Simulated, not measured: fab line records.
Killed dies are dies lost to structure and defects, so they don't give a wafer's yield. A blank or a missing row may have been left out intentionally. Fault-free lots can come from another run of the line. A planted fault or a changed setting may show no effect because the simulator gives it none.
The tool behind it: which one? / flow gf180mcu / 12 lots with 36 wafers sampled at 4 steps, on a route of 602 steps

## WHAT THE GAUGES SHOWED, per wafer
GF_POLY_GATE_OVL_MEAS_11.
lot=L980; measured=day 9 18:11; on=overlay-02; POLY_GATE_OVL (nm)=-6 -8 -7
lot=L981; measured=day 9 22:41; on=overlay-02; POLY_GATE_OVL (nm)=-3 -8 -10
lot=L982; measured=day 10 08:41; on=overlay-01; POLY_GATE_OVL (nm)=-7 -7 -9
lot=L983; measured=day 10 11:39; on=overlay-02; POLY_GATE_OVL (nm)=-10 -6 -4
lot=L984; measured=day 10 18:32; on=overlay-02; POLY_GATE_OVL (nm)=3 4 -1
lot=L985; measured=day 10 22:02; on=overlay-02; POLY_GATE_OVL (nm)=3 4 -1
lot=L986; measured=day 11 03:14; on=overlay-02; POLY_GATE_OVL (nm)=-8 -7 -10
lot=L991; measured=day 12 17:50; on=overlay-01; POLY_GATE_OVL (nm)=-11 0 0
lot=L992; measured=day 13 02:44; on=overlay-01; POLY_GATE_OVL (nm)=-6 -7 -9
lot=L994; measured=day 13 14:20; on=overlay-01; POLY_GATE_OVL (nm)=2 8 2
lot=L996; measured=day 14 05:04; on=overlay-02; POLY_GATE_OVL (nm)=-1 -3 -3
lot=L998; measured=day 14 23:14; on=overlay-02; POLY_GATE_OVL (nm)=3 2 6

## EACH LOT AND THE TOOL THAT RAN IT (in order: tool; ch and the chambers of the sampled wafers; start)
lot=L980; GF_STI_CMP_25=cmp-01 ch 0,1,3, day 2 09:19; GF_DNWELL_STRIP_08=plasmaAsher-01 ch 0,1, day 3 00:32; GF_VT_IMPLANT_STRIP_09=plasmaAsher-02 ch 0,1, day 5 23:01
lot=L981; GF_STI_CMP_25=cmp-02 ch 0,3, day 2 13:36; GF_DNWELL_STRIP_08=plasmaAsher-03 ch 0,1, day 3 05:23; GF_VT_IMPLANT_STRIP_09=plasmaAsher-04 ch 0,1, day 6 05:09
lot=L982; GF_STI_CMP_25=cmp-01 ch 0,2,3, day 2 18:56; GF_DNWELL_STRIP_08=plasmaAsher-03 ch 0,1, day 3 10:26; GF_VT_IMPLANT_STRIP_09=plasmaAsher-04 ch 0,1, day 6 09:11
lot=L983; GF_STI_CMP_25=cmp-02 ch 0,1,3, day 3 00:20; GF_DNWELL_STRIP_08=plasmaAsher-04 ch 0,1, day 3 16:13; GF_VT_IMPLANT_STRIP_09=plasmaAsher-04 ch 0,1, day 6 17:04
lot=L984; GF_STI_CMP_25=cmp-02 ch 0,2,3, day 3 05:14; GF_DNWELL_STRIP_08=plasmaAsher-03 ch 0,1, day 3 20:31; GF_VT_IMPLANT_STRIP_09=plasmaAsher-01 ch 0,1, day 6 21:20
lot=L985; GF_STI_CMP_25=cmp-01 ch 0,2, day 3 10:26; GF_DNWELL_STRIP_08=plasmaAsher-04 ch 0,1, day 4 01:49; GF_VT_IMPLANT_STRIP_09=plasmaAsher-02 ch 0,1, day 7 02:35
lot=L986; GF_STI_CMP_25=cmp-01 ch 0,1,3, day 3 15:12; GF_DNWELL_STRIP_08=plasmaAsher-04 ch 0,1, day 4 07:18; GF_VT_IMPLANT_STRIP_09=plasmaAsher-04 ch 0,1, day 7 08:56
lot=L991; GF_STI_CMP_25=cmp-01 ch 1,2,3, day 4 18:49; GF_DNWELL_STRIP_08=plasmaAsher-01 ch 1, day 5 11:46; GF_VT_IMPLANT_STRIP_09=plasmaAsher-04 ch 0,1, day 8 16:56
lot=L992; GF_STI_CMP_25=cmp-02 ch 1,2, day 4 21:58; GF_DNWELL_STRIP_08=plasmaAsher-03 ch 0,1, day 5 14:35; GF_VT_IMPLANT_STRIP_09=plasmaAsher-02 ch 0,1, day 8 21:38
lot=L994; GF_STI_CMP_25=cmp-02 ch 0,1,2, day 5 09:28; GF_DNWELL_STRIP_08=plasmaAsher-01 ch 0,1, day 6 03:08; GF_VT_IMPLANT_STRIP_09=plasmaAsher-04 ch 0,1, day 9 11:36
lot=L996; GF_STI_CMP_25=cmp-02 ch 0,3, day 5 17:59; GF_DNWELL_STRIP_08=plasmaAsher-01 ch 0,1, day 6 11:47; GF_VT_IMPLANT_STRIP_09=plasmaAsher-02 ch 0, day 9 21:55
lot=L998; GF_STI_CMP_25=cmp-02 ch 0,1,3, day 6 07:26; GF_DNWELL_STRIP_08=plasmaAsher-01 ch 0,1, day 7 01:01; GF_VT_IMPLANT_STRIP_09=plasmaAsher-02 ch 0,1, day 10 11:47
- GF_STI_CMP_25: polishes, stops on Si3N4, t overpolish 33 s, target thk 524.6 nm.
- GF_DNWELL_STRIP_08: strips in O2/N2.
- GF_VT_IMPLANT_STRIP_09: strips in O2/N2.

## AS READ BY THE TOOLS THEMSELVES (means over the sampled wafers that have a number; for cases with no such wafer, the mark the record gives instead)
GF_STI_CMP_25.
lot=L980; tool=cmp-01; motorCurrentA (A)=11.8; overpolishRunS (s)=33.000; timeToEndpointS (s)=124
lot=L981; tool=cmp-02; motorCurrentA (A)=11.5; overpolishRunS (s)=33.001; timeToEndpointS (s)=126
lot=L982; tool=cmp-01; motorCurrentA (A)=12.3; overpolishRunS (s)=33.007; timeToEndpointS (s)=123
lot=L983; tool=cmp-02; motorCurrentA (A)=12.2; overpolishRunS (s)=32.994; timeToEndpointS (s)=129
lot=L984; tool=cmp-02; motorCurrentA (A)=11.6; overpolishRunS (s)=32.997; timeToEndpointS (s)=131
lot=L985; tool=cmp-01; motorCurrentA (A)=12.8; overpolishRunS (s)=32.997; timeToEndpointS (s)=124
lot=L986; tool=cmp-01; motorCurrentA (A)=12.0; overpolishRunS (s)=32.994; timeToEndpointS (s)=120
lot=L991; tool=cmp-01; motorCurrentA (A)=12.2; overpolishRunS (s)=32.993; timeToEndpointS (s)=126
lot=L992; tool=cmp-02; motorCurrentA (A)=12.8; overpolishRunS (s)=33.002; timeToEndpointS (s)=129
lot=L994; tool=cmp-02; motorCurrentA (A)=12.2; overpolishRunS (s)=33.002; timeToEndpointS (s)=125
lot=L996; tool=cmp-02; motorCurrentA (A)=11.8; overpolishRunS (s)=33.007; timeToEndpointS (s)=128
lot=L998; tool=cmp-02; motorCurrentA (A)=11.7; overpolishRunS (s)=33.004; timeToEndpointS (s)=123

GF_DNWELL_STRIP_08.
lot=L980; tool=plasmaAsher-01; drypumpMotorCurrentA (A)=6.3; heaterPowerW (W)=292; n2FlowSccm (sccm)=300.6; oesProductAu (a.u.)=0.722; platenTempC (C)=250.05; stripTimeToEndpointS (s)=36.95
lot=L981; tool=plasmaAsher-03; drypumpMotorCurrentA (A)=5.7; heaterPowerW (W)=343; n2FlowSccm (sccm)=300.2; oesProductAu (a.u.)=0.721; platenTempC (C)=249.98; stripTimeToEndpointS (s)=36.92
lot=L982; tool=plasmaAsher-03; drypumpMotorCurrentA (A)=5.7; heaterPowerW (W)=342; n2FlowSccm (sccm)=299.6; oesProductAu (a.u.)=0.725; platenTempC (C)=249.91; stripTimeToEndpointS (s)=36.99
lot=L983; tool=plasmaAsher-04; drypumpMotorCurrentA (A)=6.2; heaterPowerW (W)=330; n2FlowSccm (sccm)=300.3; oesProductAu (a.u.)=0.721; platenTempC (C)=250.00; stripTimeToEndpointS (s)=36.94
lot=L984; tool=plasmaAsher-03; drypumpMotorCurrentA (A)=5.5; heaterPowerW (W)=336; n2FlowSccm (sccm)=300.3; oesProductAu (a.u.)=0.719; platenTempC (C)=250.14; stripTimeToEndpointS (s)=36.99
lot=L985; tool=plasmaAsher-04; drypumpMotorCurrentA (A)=5.7; heaterPowerW (W)=320; n2FlowSccm (sccm)=299.2; oesProductAu (a.u.)=0.723; platenTempC (C)=249.96; stripTimeToEndpointS (s)=36.76
lot=L986; tool=plasmaAsher-04; drypumpMotorCurrentA (A)=5.7; heaterPowerW (W)=326; n2FlowSccm (sccm)=300.6; oesProductAu (a.u.)=0.724; platenTempC (C)=249.90; stripTimeToEndpointS (s)=37.05
lot=L991; tool=plasmaAsher-01; drypumpMotorCurrentA (A)=5.8; heaterPowerW (W)=375; n2FlowSccm (sccm)=299.3; oesProductAu (a.u.)=0.721; platenTempC (C)=250.16; stripTimeToEndpointS (s)=36.91
lot=L992; tool=plasmaAsher-03; drypumpMotorCurrentA (A)=5.5; heaterPowerW (W)=343; n2FlowSccm (sccm)=299.5; oesProductAu (a.u.)=0.724; platenTempC (C)=250.22; stripTimeToEndpointS (s)=36.83
lot=L994; tool=plasmaAsher-01; drypumpMotorCurrentA (A)=6.1; heaterPowerW (W)=336; n2FlowSccm (sccm)=300.3; oesProductAu (a.u.)=0.720; platenTempC (C)=249.80; stripTimeToEndpointS (s)=37.04
lot=L996; tool=plasmaAsher-01; drypumpMotorCurrentA (A)=6.1; heaterPowerW (W)=316; n2FlowSccm (sccm)=300.9; oesProductAu (a.u.)=0.656; platenTempC (C)=242.00; stripTimeToEndpointS (s)=42.85
lot=L998; tool=plasmaAsher-01; drypumpMotorCurrentA (A)=6.0; heaterPowerW (W)=312; n2FlowSccm (sccm)=299.8; oesProductAu (a.u.)=0.656; platenTempC (C)=241.97; stripTimeToEndpointS (s)=43.08

GF_VT_IMPLANT_STRIP_09.
lot=L980; tool=plasmaAsher-02; drypumpMotorCurrentA (A)=5.4; heaterPowerW (W)=362; n2FlowSccm (sccm)=299.0; oesProductAu (a.u.)=0.720; platenTempC (C)=250.15; stripTimeToEndpointS (s)=12.575
lot=L981; tool=plasmaAsher-04; drypumpMotorCurrentA (A)=6.3; heaterPowerW (W)=324; n2FlowSccm (sccm)=300.5; oesProductAu (a.u.)=0.718; platenTempC (C)=250.02; stripTimeToEndpointS (s)=12.629
lot=L982; tool=plasmaAsher-04; drypumpMotorCurrentA (A)=6.2; heaterPowerW (W)=328; n2FlowSccm (sccm)=300.9; oesProductAu (a.u.)=0.718; platenTempC (C)=249.88; stripTimeToEndpointS (s)=12.587
lot=L983; tool=plasmaAsher-04; drypumpMotorCurrentA (A)=5.8; heaterPowerW (W)=319; n2FlowSccm (sccm)=300.0; oesProductAu (a.u.)=0.716; platenTempC (C)=250.03; stripTimeToEndpointS (s)=12.656
lot=L984; tool=plasmaAsher-01; drypumpMotorCurrentA (A)=6.1; heaterPowerW (W)=336; n2FlowSccm (sccm)=300.5; oesProductAu (a.u.)=0.716; platenTempC (C)=250.06; stripTimeToEndpointS (s)=12.593
lot=L985; tool=plasmaAsher-02; drypumpMotorCurrentA (A)=5.8; heaterPowerW (W)=372; n2FlowSccm (sccm)=300.1; oesProductAu (a.u.)=0.717; platenTempC (C)=250.08; stripTimeToEndpointS (s)=12.595
lot=L986; tool=plasmaAsher-04; drypumpMotorCurrentA (A)=5.8; heaterPowerW (W)=326; n2FlowSccm (sccm)=300.2; oesProductAu (a.u.)=0.714; platenTempC (C)=249.91; stripTimeToEndpointS (s)=12.640
lot=L991; tool=plasmaAsher-04; drypumpMotorCurrentA (A)=6.2; heaterPowerW (W)=325; n2FlowSccm (sccm)=300.2; oesProductAu (a.u.)=0.717; platenTempC (C)=249.96; stripTimeToEndpointS (s)=12.617
lot=L992; tool=plasmaAsher-02; drypumpMotorCurrentA (A)=5.8; heaterPowerW (W)=371; n2FlowSccm (sccm)=299.4; oesProductAu (a.u.)=0.716; platenTempC (C)=249.93; stripTimeToEndpointS (s)=12.649
lot=L994; tool=plasmaAsher-04; drypumpMotorCurrentA (A)=6.3; heaterPowerW (W)=329; n2FlowSccm (sccm)=300.2; oesProductAu (a.u.)=0.716; platenTempC (C)=250.24; stripTimeToEndpointS (s)=12.577
lot=L996; tool=plasmaAsher-02; drypumpMotorCurrentA (A)=5.0; heaterPowerW (W)=350; n2FlowSccm (sccm)=301.2; oesProductAu (a.u.)=0.717; platenTempC (C)=249.95; stripTimeToEndpointS (s)=12.630
lot=L998; tool=plasmaAsher-02; drypumpMotorCurrentA (A)=5.8; heaterPowerW (W)=369; n2FlowSccm (sccm)=299.8; oesProductAu (a.u.)=0.712; platenTempC (C)=249.84; stripTimeToEndpointS (s)=12.562

## THE ANSWER, worked out from the rows above alone
Rule: what is usual is taken from the lots themselves. The widest of any qualifying gaps counts: lots, ordered by their means at a reading, are off when they make up no more than a third of the lots, leave a main group of 4 or more, and stand apart from it by 3 or more times the standard deviation of that group's means. Not used: any main group whose means are identical at the precision the tables above print for the reading. Also off: a lot with no number at a reading for which 4 or more lots have one. All remaining lots with rows at the step are treated as sound. First the gauges in route order, then the tools' own readings, where a lot's mean is used as printed above. The first step at which some lot is off is used, and at that step the reading that is off furthest; a lot without a number counts as furthest.
Off: L996, L998, at GF_DNWELL_STRIP_08 (stripTimeToEndpointS). Mean 36.94 s and standard deviation 0.085 in the main group.
If a tool, at that step or one of the process steps before it, ran each lot that is off and ran no sound lot following the first of them, it fits. Undecided on this evidence; 2 tools fit (cmp-02 at GF_STI_CMP_25, plasmaAsher-01 at GF_DNWELL_STRIP_08).

## WHAT HAD BEEN PUT IN BY THE SIMULATOR
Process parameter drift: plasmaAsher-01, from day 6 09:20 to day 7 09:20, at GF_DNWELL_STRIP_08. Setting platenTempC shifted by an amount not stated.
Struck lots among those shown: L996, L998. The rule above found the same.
